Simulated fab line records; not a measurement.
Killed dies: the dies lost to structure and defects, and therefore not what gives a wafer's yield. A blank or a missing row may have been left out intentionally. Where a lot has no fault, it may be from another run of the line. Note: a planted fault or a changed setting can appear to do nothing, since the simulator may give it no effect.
fab line records | flow sky130
record: lots: 12 | wafers: 36 | last_day: 50
route steps=708 shown FIELD_ISO@5 DNWELL@37 SD_P@328 LI_CONTACT@386
lots with no fault: from the same line, run without faults
start_h: start of the lot's first displayed wafer, in hours after the record's first day | wait_h: hours elapsed since this lot's preceding step | " identical to the entry in the row above | L1.1+2: a row that stands for several wafers | - no value present, or no start provided | * or withheld: withheld | < > ~ a bound
route shown NAME@n: a module of which the file shows steps, and the number in the route of the first | usual: mean and standard deviation over wafers with no fault | same: alike in all rows | chamber/n: place in a boat | sites: readings site by site | _std_site: standard deviation across them | _edge_site: mean of outer sites minus mean of inner sites | radius_mm: how far each site lies from the wafer's centre | mask NAME#n: copy n | behind: the last tool/chamber to shape the wafer | hold: reason for holding the lot/hours on hold/outcome of the hold | device: names the non-switching transistor (n, p or np) | end of line: at the end of the route, the tests of the same wafers | a step given without rows: its recipe and nothing more | killed: not the wafer's yield, but the dies lost to structure and defects at the first sort | map: shows each die of a wafer: x if killed, . if not, _ if none is there
set.NAME: the setting that was run; set.NAME@STEP: the one run at that earlier step | model.NAME: the simulator's own value behind a step, which no gauge read
a sample of lots followed through the steps of the route, with each step as a table and each wafer as a row
services: a tool's chamber out of use, with start hour (start_h, from the record's first day; less than 0 if before it), hours out, and reason
== steps ==
step: SKY_FIELD_ISO_THK_MEAS_04
recipe: reads: Si3N4_of_FIELD_ISO_CVD_03
usual: FIELD_ISO_CVD_03_THK: 164.6/1.6
lot.wafer | tool          | chamber | start_h | wait_h | FIELD_ISO_CVD_03_THK[nm]
L309.2    | film_metro-03 | -       | 16.14   | 0.0    | 163.9
L309.3    | "             | -       | "       | "      | 161.1
L309.4    | "             | -       | "       | "      | 163.6
L310.2    | film_metro-01 | -       | 19.71   | 0.0    | 165.0
L310.4    | "             | -       | "       | "      | 163.9
L310.5    | "             | -       | "       | "      | 165.1
L311.1    | film_metro-04 | -       | 25.96   | 0.0    | 163.2
L311.2    | "             | -       | "       | "      | 160.8
L311.4    | "             | -       | "       | "      | 162.8
L313.2    | film_metro-01 | -       | 33.86   | 0.0    | 162.6
L313.3    | "             | -       | "       | "      | 162.4
L313.6    | "             | -       | "       | "      | 162.8
L314.1    | film_metro-04 | -       | 39.25   | 0.0    | 164.0
L314.4    | "             | -       | "       | "      | 163.1
L314.5    | "             | -       | "       | "      | 163.2
L320.3    | film_metro-01 | -       | 68.85   | 0.0    | 164.8
L320.5    | "             | -       | "       | "      | 164.9
L320.6    | "             | -       | "       | "      | 165.8
L322.3    | film_metro-01 | -       | 79.47   | 0.0    | 165.9
L322.5    | "             | -       | "       | "      | 165.2
L322.6    | "             | -       | "       | "      | 167.3
L325.1    | film_metro-01 | -       | 94.48   | 0.0    | 166.2
L325.3    | "             | -       | "       | "      | 164.6
L325.6    | "             | -       | "       | "      | 165.5
L326.2    | film_metro-04 | -       | 98.69   | 0.0    | 163.7
L326.3    | "             | -       | "       | "      | 164.2
L326.6    | "             | -       | "       | "      | 163.7
L327.1    | film_metro-01 | -       | 103.74  | 0.0    | 164.3
L327.4    | "             | -       | "       | "      | 165.2
L327.6    | "             | -       | "       | "      | 165.2
L328.2    | film_metro-04 | -       | 109.82  | 0.0    | 165.2
L328.4    | "             | -       | "       | "      | 165.1
L328.5    | "             | -       | "       | "      | 165.4
L332.1    | film_metro-03 | -       | 128.54  | 0.0    | 164.1
L332.4    | "             | -       | "       | "      | 165.0
L332.6    | "             | -       | "       | "      | 163.5
step: SKY_DNWELL_COAT_02
recipe: spin_rpm: 2000 | resist_thk_nm: 3000
usual: exhaust_pa: 44.9/0.92 | spin_speed_rpm: 2000.3/1.4
lot.wafer | tool           | chamber | start_h | wait_h | exhaust_pa | spin_speed_rpm
L309.2    | litho_track-03 | 0       | 46.31   | 0.1    | 46.2       | 1999.5
L309.3    | "              | 0       | "       | "      | 45.8       | 1999.8
L309.4    | "              | 0       | "       | "      | 45.8       | 2000.7
L310.2    | litho_track-03 | 0       | 49.81   | 0.1    | 45.0       | 2000.4
L310.4    | "              | 0       | "       | "      | 46.2       | 1999.3
L310.5    | "              | 0       | "       | "      | 43.9       | 1998.2
L311.1    | litho_track-03 | 0       | 55.98   | 0.1    | 45.2       | 2000.2
L311.2    | "              | 0       | "       | "      | 44.4       | 2000.1
L311.4    | "              | 0       | "       | "      | 44.3       | 2000.0
L313.2    | litho_track-04 | 0       | 68.21   | 0.1    | 45.0       | 2002.9
L313.3    | "              | 0       | "       | "      | 45.8       | 2002.0
L313.6    | "              | 0       | "       | "      | 44.1       | 2000.5
L314.1    | litho_track-04 | 0       | 73.58   | 0.1    | 46.4       | 2002.7
L314.4    | "              | 0       | "       | "      | 45.8       | 2002.1
L314.5    | "              | 0       | "       | "      | 46.4       | 2002.8
L320.3    | litho_track-03 | 0       | 103.28  | 0.1    | 44.2       | 2000.4
L320.5    | "              | 0       | "       | "      | 44.0       | 2000.2
L320.6    | "              | 0       | "       | "      | 45.2       | 2001.5
L322.3    | litho_track-02 | 0       | 110.77  | 0.1    | 45.2       | 2001.2
L322.5    | "              | 0       | "       | "      | 45.6       | 2000.7
L322.6    | "              | 0       | "       | "      | 44.6       | 1997.5
L325.1    | litho_track-03 | 0       | 129.08  | 0.1    | 45.3       | 2598.1
L325.3    | "              | 0       | "       | "      | 44.5       | 2599.2
L325.6    | "              | 0       | "       | "      | 43.9       | 2599.8
L326.2    | litho_track-03 | 0       | 132.81  | 0.1    | 46.0       | 2598.9
L326.3    | "              | 0       | "       | "      | 44.4       | 2598.6
L326.6    | "              | 0       | "       | "      | 44.6       | 2598.7
L327.1    | litho_track-03 | 0       | 139.48  | 0.1    | 45.1       | 2598.3
L327.4    | "              | 0       | "       | "      | 44.5       | 2599.7
L327.6    | "              | 0       | "       | "      | 43.2       | 2599.3
L328.2    | litho_track-02 | 0       | 145.19  | 0.1    | 43.4       | 2000.0
L328.4    | "              | 0       | "       | "      | 44.4       | 1999.7
L328.5    | "              | 0       | "       | "      | 43.5       | 1999.0
L332.1    | litho_track-02 | 0       | 166.47  | 0.1    | 44.4       | 2000.1
L332.4    | "              | 0       | "       | "      | 44.2       | 2002.5
L332.6    | "              | 0       | "       | "      | 44.6       | 1998.4
step: SKY_DNWELL_STRIP_08
recipe: chemistry: O2/N2 | power_w: 1400 | pressure_mtorr: 1500 | platen_temp_c: withheld | o2_flow_sccm: 3000 | n2_flow_sccm: 300 | overash_fraction: 0.5
usual: drypump_motor_current_A: 5.7/0.56 | oes_product_au: 0.723/0.0043 | strip_time_to_endpoint_s: 36.92/0.13
lot.wafer | tool            | chamber | start_h | wait_h | drypump_motor_current_A | oes_product_au | rf_hours_counter_h | strip_time_to_endpoint_s
L309.2    | plasma_asher-03 | 0       | 54.58   | 0.1    | 5.9                     | 0.724          | 38                 | 37.01
L309.3    | "               | 1       | "       | "      | 6.7                     | 0.720          | -                  | 37.06
L309.4    | "               | 0       | "       | "      | 5.9                     | 0.719          | -                  | 37.03
L310.2    | plasma_asher-03 | 0       | 57.67   | 0.1    | 5.9                     | 0.719          | 39                 | 36.96
L310.4    | "               | 0       | "       | "      | 5.9                     | 0.721          | -                  | 36.86
L310.5    | "               | 1       | "       | "      | 6.7                     | 0.722          | -                  | 37.03
L311.1    | plasma_asher-02 | 0       | 64.57   | 0.1    | 5.7                     | 0.721          | 38                 | 36.75
L311.2    | "               | 1       | "       | "      | 5.4                     | 0.729          | 38                 | 36.80
L311.4    | "               | 0       | "       | "      | 5.7                     | 0.715          | -                  | 36.91
L313.2    | plasma_asher-03 | 0       | 76.47   | 0.1    | 5.9                     | 0.724          | 41                 | 36.95
L313.3    | "               | 0       | "       | "      | 5.9                     | 0.719          | -                  | 36.95
L313.6    | "               | 1       | "       | "      | 6.7                     | 0.725          | -                  | 36.99
L314.1    | plasma_asher-02 | 0       | 82.83   | 0.1    | 5.7                     | 0.730          | 39                 | 36.94
L314.4    | "               | 0       | "       | "      | 5.7                     | 0.729          | -                  | 36.99
L314.5    | "               | 1       | "       | "      | 5.4                     | 0.727          | -                  | 37.01
L320.3    | plasma_asher-02 | 0       | 112.47  | 0.1    | 5.7                     | 0.720          | -                  | 36.91
L320.5    | "               | 0       | "       | "      | 5.7                     | 0.722          | -                  | 36.99
L320.6    | "               | 1       | "       | "      | 5.4                     | 0.723          | -                  | 36.80
L322.3    | plasma_asher-03 | 0       | 120.66  | 0.1    | 5.9                     | 0.719          | -                  | 36.77
L322.5    | "               | 1       | "       | "      | 6.7                     | 0.718          | -                  | 36.84
L322.6    | "               | 0       | "       | "      | 5.8                     | 0.710          | -                  | 36.85
L325.1    | plasma_asher-04 | 1       | 139.53  | 0.1    | 5.1                     | 0.717          | 33                 | 32.85
L325.3    | "               | 1       | "       | "      | 5.2                     | 0.727          | -                  | 32.83
L325.6    | "               | 0       | "       | "      | 5.2                     | 0.719          | -                  | 32.70
L326.2    | plasma_asher-03 | 1       | 143.47  | 0.1    | 6.7                     | 0.719          | 2                  | 32.73
L326.3    | "               | 1       | "       | "      | 6.7                     | 0.722          | -                  | 32.73
L326.6    | "               | 0       | "       | "      | 5.9                     | 0.722          | -                  | 32.77
L327.1    | plasma_asher-04 | 0       | 149.53  | 0.1    | 5.3                     | 0.724          | 34                 | 32.83
L327.4    | "               | 1       | "       | "      | 5.2                     | 0.721          | -                  | 32.83
L327.6    | "               | 0       | "       | "      | 5.2                     | 0.721          | -                  | 32.81
L328.2    | plasma_asher-04 | 0       | 154.97  | 0.1    | 5.2                     | 0.720          | 34                 | 36.78
L328.4    | "               | 0       | "       | "      | 5.2                     | 0.718          | -                  | 36.86
L328.5    | "               | 1       | "       | "      | 5.2                     | 0.723          | -                  | 36.84
L332.1    | plasma_asher-03 | 1       | 176.97  | 0.1    | 6.7                     | 0.717          | 6                  | 36.99
L332.4    | "               | 1       | "       | "      | 6.8                     | 0.727          | -                  | 36.92
L332.6    | "               | 1       | "       | "      | 6.7                     | 0.731          | -                  | 36.97
step: SKY_SD_P_OVL_MEAS_08
usual: SD_P_OVL: -0.7/1.7
lot.wafer | tool       | chamber | start_h | wait_h | SD_P_OVL[nm]
L309.2    | overlay-02 | -       | 596.66  | 0.1    | -2.9
L309.3    | "          | -       | "       | "      | -2.3
L309.4    | "          | -       | "       | "      | -1.6
L310.2    | overlay-01 | -       | 601.71  | 0.1    | 3.3
L310.4    | "          | -       | "       | "      | 1.2
L310.5    | "          | -       | "       | "      | 1.4
L311.1    | overlay-02 | -       | 621.35  | 0.1    | -2.7
L311.2    | "          | -       | "       | "      | -1.6
L311.4    | "          | -       | "       | "      | -0.4
L313.2    | overlay-02 | -       | 637.66  | 0.1    | -5.1
L313.3    | "          | -       | "       | "      | -3.3
L313.6    | "          | -       | "       | "      | -3.8
L314.1    | overlay-02 | -       | 646.05  | 0.1    | -0.8
L314.4    | "          | -       | "       | "      | -0.8
L314.5    | "          | -       | "       | "      | -0.4
L320.3    | overlay-01 | -       | 692.11  | 0.1    | -0.6
L320.5    | "          | -       | "       | "      | -1.9
L320.6    | "          | -       | "       | "      | -1.8
L322.3    | overlay-02 | -       | 702.59  | 0.1    | 0.0
L322.5    | "          | -       | "       | "      | -1.7
L322.6    | "          | -       | "       | "      | -1.7
L325.1    | overlay-02 | -       | 724.25  | 0.1    | -2.8
L325.3    | "          | -       | "       | "      | 0.1
L325.6    | "          | -       | "       | "      | -1.7
L326.2    | overlay-01 | -       | 731.11  | 0.1    | -0.4
L326.3    | "          | -       | "       | "      | -0.1
L326.6    | "          | -       | "       | "      | -2.1
L327.1    | overlay-02 | -       | 742.80  | 0.1    | -2.0
L327.4    | "          | -       | "       | "      | -2.3
L327.6    | "          | -       | "       | "      | -2.3
L328.2    | overlay-02 | -       | 745.41  | 0.1    | 1.5
L328.4    | "          | -       | "       | "      | 1.3
L328.5    | "          | -       | "       | "      | 2.6
L332.1    | overlay-02 | -       | 769.83  | 0.1    | -0.9
L332.4    | "          | -       | "       | "      | 1.8
L332.6    | "          | -       | "       | "      | 0.2
step: SKY_LI_CONTACT_CMP_24
recipe: stop_on: PSG | t_overpolish_s: 20 | down_force_psi: 3.5 | platen_rpm: 60 | target_thk_nm: 0 | pad_velocity_m_s: 0.94248
usual: motor_current_A: 11.0/0.68 | overpolish_run_s: 19.999/0.0092 | time_to_endpoint_s: 98/5.2
lot.wafer | tool   | chamber | start_h | wait_h | motor_current_A | overpolish_run_s | time_to_endpoint_s
L309.3    | cmp-02 | 3       | 685.22  | 0.1    | 10.3            | 20.004           | 93
L309.2    | "      | 0       | "       | "      | 11.4            | 20.007           | 101
L309.4    | "      | 1       | "       | "      | 10.4            | 20.013           | 93
L310.4    | cmp-02 | 1       | 691.18  | 0.0    | 10.1            | 20.019           | 96
L310.2    | "      | 2       | "       | "      | 10.7            | 19.988           | 99
L310.5    | "      | 2       | "       | "      | 10.6            | 19.992           | 101
L311.2    | cmp-01 | 0       | 709.28  | 0.0    | 11.9            | 20.002           | 107
L311.1    | "      | 1       | "       | "      | 11.2            | 20.010           | 97
L311.4    | "      | 2       | "       | "      | 10.9            | 20.001           | 103
L313.2    | cmp-02 | 2       | 725.88  | 0.0    | 10.8            | 20.002           | 93
L313.3    | "      | 1       | "       | "      | 10.7            | 19.995           | 88
L313.6    | "      | 3       | "       | "      | 10.4            | 19.998           | 94
L314.1    | cmp-01 | 0       | 733.49  | 0.1    | 12.0            | 20.004           | 108
L314.4    | "      | 2       | "       | "      | 10.8            | 19.995           | 105
L314.5    | "      | 0       | "       | "      | 11.5            | 19.997           | 102
L320.3    | cmp-01 | 3       | 778.55  | 0.1    | 10.8            | 19.998           | 100
L320.5    | "      | 2       | "       | "      | 11.0            | 19.996           | 100
L320.6    | "      | 3       | "       | "      | 10.7            | 20.001           | 98
L322.3    | cmp-02 | 0       | 788.82  | 0.1    | 11.7            | 19.989           | 101
L322.5    | "      | 2       | "       | "      | 11.0            | 20.005           | 97
L322.6    | "      | 3       | "       | "      | 9.7             | 19.979           | 97
L325.3    | cmp-02 | 0       | 807.83  | 0.1    | 12.4            | 19.987           | 99
L325.1    | "      | 2       | "       | "      | 10.6            | 19.981           | 93
L325.6    | "      | 3       | "       | "      | 10.5            | 20.001           | 94
L326.2    | cmp-01 | 2       | 814.94  | 0.0    | 10.8            | 20.005           | 104
L326.3    | "      | 3       | "       | "      | 10.6            | 20.007           | 104
L326.6    | "      | 2       | "       | "      | 10.6            | 19.993           | 101
L327.4    | cmp-01 | 0       | 826.88  | 0.0    | 12.3            | 19.991           | 105
L327.1    | "      | 3       | "       | "      | 11.2            | 20.002           | 108
L327.6    | "      | 0       | "       | "      | 11.7            | 20.003           | 101
L328.2    | cmp-01 | 2       | 828.97  | 0.0    | 10.6            | 19.998           | 103
L328.4    | "      | 1       | "       | "      | 10.8            | 20.004           | 90
L328.5    | "      | 2       | "       | "      | 10.9            | 20.002           | 102
L332.1    | cmp-01 | 3       | 851.30  | 0.1    | 10.4            | 20.013           | 101
L332.4    | "      | 1       | "       | "      | 11.2            | 19.995           | 87
L332.6    | "      | 3       | "       | "      | 11.1            | 19.998           | 100
== services ==
tool            | chamber | start_h | hours | kind
cmp-01          | -       | 43.88   | 2.4   | repair
cmp-01          | -       | 45.13   | 1.7   | repair
cmp-01          | -       | 64.21   | 4.0   | pm
cmp-01          | -       | 94.16   | 1.3   | repair
plasma_asher-03 | -       | 108.75  | 9.0   | pm
plasma_asher-03 | -       | 204.24  | 1.7   | repair
plasma_asher-03 | -       | 237.10  | 14.6  | pm
cmp-01          | -       | 270.57  | 0.4   | repair
cmp-01          | -       | 299.84  | 9.5   | pm
cmp-01          | -       | 314.32  | 2.0   | repair
cmp-01          | -       | 332.99  | 6.0   | pm
cmp-01          | -       | 345.77  | 5.1   | pm
cmp-01          | -       | 367.77  | 1.2   | repair
cmp-01          | -       | 404.21  | 4.0   | pm
plasma_asher-03 | -       | 448.48  | 2.4   | repair
cmp-01          | -       | 456.87  | 30.2  | repair
cmp-01          | -       | 525.06  | 1.9   | repair
cmp-01          | -       | 568.25  | 0.6   | repair
cmp-01          | -       | 598.96  | 1.3   | repair
cmp-01          | -       | 667.93  | 1.5   | repair
cmp-01          | -       | 697.33  | 4.0   | pm
cmp-01          | -       | 726.31  | 0.8   | repair
cmp-01          | -       | 744.21  | 4.0   | pm
cmp-01          | -       | 808.03  | 2.9   | repair
== key ==
first_sign: step: SKY_DNWELL_COAT_02 | reading: spin_speed_rpm | direction: up | sigmas: 99+ | usual: 2000.3 | struck: 2599.0
effect: step: SKY_DNWELL_STRIP_08 | reading: strip_time_to_endpoint_s | direction: down | sigmas: 31 | usual: * | struck: *
met_at SKY_DNWELL_COAT_02
struck_lots L325,L326,L327
tester_left_out L325,L326,L327
not_acting_at SKY_FIELD_ISO_THK_MEAS_04,SKY_SD_P_OVL_MEAS_08,SKY_LI_CONTACT_CMP_24
onset_between 103.28 129.08
fault: kind: process_parameter_drift | tool: litho_track-03 | chamber: - | onset_h: 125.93 | steps: SKY_DNWELL_COAT_02 | channel: spin_rpm | offset: 599.7 | shape: step | end_h: 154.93 | acts_in: these_recipes_only | stated: 2000
tester_left_out: of these lots the tester's yield and bins aren't shown, on N5 and GAA mostly nor the transistor test; their killed dies are dies lost to structure and defects alone, not to doping, threshold or leakage, so they don't give the yield
